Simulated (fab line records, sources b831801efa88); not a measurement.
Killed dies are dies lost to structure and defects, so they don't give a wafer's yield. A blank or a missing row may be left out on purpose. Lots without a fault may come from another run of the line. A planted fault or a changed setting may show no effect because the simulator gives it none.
A struck lot beside a sound one | flow sky130 | 16 steps out of a route of 708
Sound: wafers L951.1, L951.4, L951.6. Struck: wafers L946.2, L946.4, L946.5. The cause comes at the end.
At each step with rows: each side's tool, then ch and its chambers, then its first start. Under that, the readings that differ: sound wafers | struck wafers | difference of the means | sigmas: that difference in standard deviations of wafers without a fault.
alike: readings whose means differ by less than 2 such deviations, and words and numbers that are the same on both sides. not compared: withheld readings, readings that some wafer has no value for, bounds like >300 that may hide the same value, and numbers for which the record gives no deviation and whose values overlap.
The two part at a step that has a row with sigmas, a row that says differs or no value, or rows on one side only. Numbers that don't overlap but have no deviation are shown without sigmas and don't part them. A reading that every wafer of one side lacks parts them only if that side has two wafers or more.

SKY_METAL5_SPUTTER_01: material TiN, target thk 20 nm, time 16.7 s.
  sound on pvd_sputter-01, day 46 02:44; struck on pvd_sputter-02, day 44 13:22
  alike: throttle_valve_pct
SKY_METAL5_SPUTTER_02: material AlCu, target thk 1150 nm, time 61.2 s.
  sound on pvd_sputter-01, day 46 02:46; struck on pvd_sputter-02, day 44 13:24
  alike: throttle_valve_pct
SKY_METAL5_SPUTTER_03: material Ti, target thk 5 nm, time 3.3 s.
  sound on pvd_sputter-01, day 46 02:49; struck on pvd_sputter-02, day 44 13:27
  alike: throttle_valve_pct
SKY_METAL5_SPUTTER_04: material TiN, target thk 70 nm, time 58.3 s.
  sound on pvd_sputter-01, day 46 02:49; struck on pvd_sputter-02, day 44 13:28
  alike: throttle_valve_pct
SKY_METAL5_RS_MEAS_05: measures by four-point-probe.
  sound on film_metro-03, day 46 02:53; struck on film_metro-01, day 44 13:32
  alike: METAL5_ALCU_RS
SKY_METAL5_THK_MEAS_06: measures by xrf.
  sound on film_metro-03, day 46 03:01; struck on film_metro-01, day 44 13:39
  reading              | sound          | struck         | difference | sigmas
  METAL5_ALCU_THK (nm) | 1125 1126 1145 | 1155 1161 1171 | +30        | +2
then, 6 steps without rows for these wafers: SKY_METAL5_DEHYDRATE_07 (time 60 s); SKY_METAL5_HMDS_08 (prime time 60 s); SKY_METAL5_COAT_09 (resist thk 1800 nm); SKY_METAL5_SOFTBAKE_10 (time 60 s); SKY_METAL5_EXPOSE_11 (exposes mask MM5, target cd 1600 nm); SKY_METAL5_PEB_12.
SKY_METAL5_DEVELOP_13: develop time 60 s.
  sound on litho_track-04 ch 0, day 46 22:32; struck on litho_track-03 ch 0, day 45 10:56
  alike: developer_temp_C
SKY_METAL5_DESCUM_14: chemistry O2, time 11 s.
  sound on rie_metal-03 ch 0,1, day 46 22:41; struck on rie_metal-03 ch 1, day 45 11:04
  reading                 | sound          | struck         | difference | sigmas
  model.METAL5.cd_nm (nm) | 1597 1599 1595 | 1612 1610 1611 | +14        |
  alike: drypump_motor_current_A, oes_product_au, temp_c
  not compared: rf_hours_counter_h
SKY_METAL5_METAL_ETCH_15: etches the open film in Cl2/BCl3, stops on SiO2, target depth 1260 nm, time 252 s.
  sound on rie_metal-03 ch 0,1, day 46 22:43; struck on rie_metal-03 ch 1, day 45 11:06
  alike: bcl3_flow_sccm, drypump_motor_current_A, oes_product_au, throttle_valve_pct
  not compared: rf_hours_counter_h
SKY_PAD_OPEN_PROBE_99:
  sound on prober-01, day 48 16:48; struck on prober-01, day 47 07:04
  alike: defect_limited_yield, killed_at_M0_to_M3, killed_at_M4_up, killed_at_contacts, killed_at_front_end, killed_at_other, killed_dies, killed_on_rim, killed_open, killed_short, sort_bin_3_pad_short, sort_bin_5_function, sort_bin_6_memory, sort_n_pass, sort_yield_pct

WHERE THEY PART
Only at SKY_METAL5_THK_MEAS_06, within this record. Later steps at which nothing parts them and some readings are alike: SKY_METAL5_DEVELOP_13, SKY_METAL5_DESCUM_14, SKY_METAL5_METAL_ETCH_15, SKY_PAD_OPEN_PROBE_99.

WHY: what the simulator had put in
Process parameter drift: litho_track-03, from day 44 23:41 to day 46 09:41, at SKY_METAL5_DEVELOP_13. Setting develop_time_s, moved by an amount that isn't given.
